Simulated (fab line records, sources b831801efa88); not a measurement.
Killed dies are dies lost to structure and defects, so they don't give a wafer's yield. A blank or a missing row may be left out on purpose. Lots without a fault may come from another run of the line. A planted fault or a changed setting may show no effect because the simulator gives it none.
Which tool did it? | flow sky130 | 15 lots, 45 wafers sampled, at 3 steps of a route of 708

WHAT THE GAUGES READ, wafer by wafer
SKY_NWELL_TW_MEAS_15.
lot  | measured     | on            | NWELL_TW
L488 | day 4 14:26  | film_metro-04 | 1826 1824 1833
L489 | day 4 19:35  | film_metro-02 | 1833 1832 1839
L490 | day 5 05:10  | film_metro-02 | 1826 1830 1835
L491 | day 5 09:34  | film_metro-02 | 1821 1822 1815
L493 | day 5 20:01  | film_metro-04 | 1850 1847 1852
L494 | day 6 00:23  | film_metro-02 | 1824 1828 1819
L495 | day 6 11:39  | film_metro-01 | 1804 1806 1811
L496 | day 6 14:17  | film_metro-01 | 1810 1827 1823
L497 | day 6 22:38  | film_metro-04 | 1843 1834 1839
L498 | day 7 04:29  | film_metro-01 | 1813 1813 1822
L500 | day 7 11:08  | film_metro-01 | 1814 1829 1824
L505 | day 8 17:22  | film_metro-02 | 1789 1805 1797
L506 | day 8 21:40  | film_metro-04 | 1813 1806 1811
L507 | day 9 03:22  | film_metro-01 | 1791 1783 1781
L511 | day 10 06:14 | film_metro-01 | 1831 1825 1830

SKY_NWELL_RS_MEAS_29: measures by four-point-probe.
lot  | measured     | on            | NWELL_RS (ohm/sq)
L488 | day 5 09:07  | film_metro-04 | 622.1 624.6 625.1
L489 | day 5 13:46  | film_metro-04 | 625.5 624.4 625.5
L490 | day 6 00:05  | film_metro-04 | 621.9 624.6 622.3
L491 | day 6 04:42  | film_metro-01 | 626.0 626.0 626.3
L493 | day 6 15:43  | film_metro-04 | 622.7 624.7 622.9
L494 | day 6 20:04  | film_metro-01 | 627.2 627.3 627.6
L495 | day 7 07:49  | film_metro-04 | 625.5 627.0 626.3
L496 | day 7 10:02  | film_metro-01 | 625.8 624.3 628.0
L497 | day 7 18:28  | film_metro-01 | 622.1 627.6 624.6
L498 | day 8 00:55  | film_metro-02 | 624.3 625.1 625.4
L500 | day 8 08:05  | film_metro-01 | 626.5 625.8 626.4
L505 | day 9 15:02  | film_metro-01 | 648.6 648.9 649.2
L506 | day 9 18:33  | film_metro-04 | 648.3 648.9 649.1
L507 | day 10 01:34 | film_metro-04 | 649.6 647.6 646.8
L511 | day 11 03:49 | film_metro-04 | 624.4 623.9 623.4

WHICH TOOL RAN EACH LOT (tool, then ch and the chambers of the sampled wafers, then the start)
lot  | SKY_NWELL_IMPLANT_11
L488 | implanter-04 ch 0, day 4 13:53
L489 | implanter-03 ch 0, day 4 19:02
L490 | implanter-01 ch 0, day 5 04:37
L491 | implanter-04 ch 0, day 5 09:02
L493 | implanter-04 ch 0, day 5 19:28
L494 | implanter-01 ch 0, day 5 23:52
L495 | implanter-04 ch 0, day 6 11:08
L496 | implanter-03 ch 0, day 6 13:45
L497 | implanter-03 ch 0, day 6 22:07
L498 | implanter-04 ch 0, day 7 03:58
L500 | implanter-04 ch 0, day 7 10:38
L505 | implanter-04 ch 0, day 8 16:49
L506 | implanter-04 ch 0, day 8 21:08
L507 | implanter-04 ch 0, day 9 02:49
L511 | implanter-01 ch 0, day 10 05:41
- SKY_NWELL_IMPLANT_11

WHAT THE TOOLS THEMSELVES READ (means of the sampled wafers that have a number; where no wafer has one, the mark that the record gives instead)
SKY_NWELL_IMPLANT_11.
lot  | tool         | beam_energy_keV
L488 | implanter-04 | 399.92
L489 | implanter-03 | 400.11
L490 | implanter-01 | 399.90
L491 | implanter-04 | 399.98
L493 | implanter-04 | 399.88
L494 | implanter-01 | 400.15
L495 | implanter-04 | 400.13
L496 | implanter-03 | 399.94
L497 | implanter-03 | 399.92
L498 | implanter-04 | 399.82
L500 | implanter-04 | 399.99
L505 | implanter-04 | 345.40
L506 | implanter-04 | 345.20
L507 | implanter-04 | 345.11
L511 | implanter-01 | 399.98

THE ANSWER, worked out from the rows above alone
Rule: what is usual is taken from the lots themselves. Put in order of their means at a reading, lots are off if they are a third of the lots or fewer, leave a main group of 4 or more, and stand apart from it by a gap of 3 or more times the standard deviation of the main group's means; of several such gaps the widest counts. A main group whose means are all the same, to the digits that the tables above print for the reading, isn't used. A lot without any number at a reading at which 4 lots or more have one is off too. The other lots that the step has rows for count as sound. The gauges are gone through in route order, then the tools' own readings, and for those a lot's mean is taken as printed above. The first step at which some lot is off is used, and at that step the reading that is off furthest; a lot without a number counts as furthest.
Off: L505, L506, L507, at SKY_NWELL_RS_MEAS_29 (NWELL_RS). The main group: mean 625.1 ohm/sq, standard deviation 1.3.
A tool fits if, at a process step before that reading, it ran every lot that is off, and no sound lot after the first of them. The gauges at SKY_NWELL_RS_MEAS_29 aren't tried: what is off there is off at SKY_NWELL_IMPLANT_11 too, on other tools, and a gauge's error can't cause that. One fits: implanter-04 at SKY_NWELL_IMPLANT_11. Its last sound lot is L500 (day 7 10:38), its first lot that is off L505 (day 8 16:49): a fault that began between those two fits.
The tool's own readings at SKY_NWELL_IMPLANT_11 bear it out: on the lots that are off they differ by more than 5 times the standard deviation of the sound lots' means. beam_energy_keV reads 345.24 there against 399.98 on the sound lots.

WHAT THE SIMULATOR HAD PUT IN
Process parameter drift: implanter-04, from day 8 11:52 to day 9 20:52, at SKY_NWELL_IMPLANT_11. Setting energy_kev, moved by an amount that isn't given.
Lots struck among those shown: L505, L506, L507. The rule above found the same.
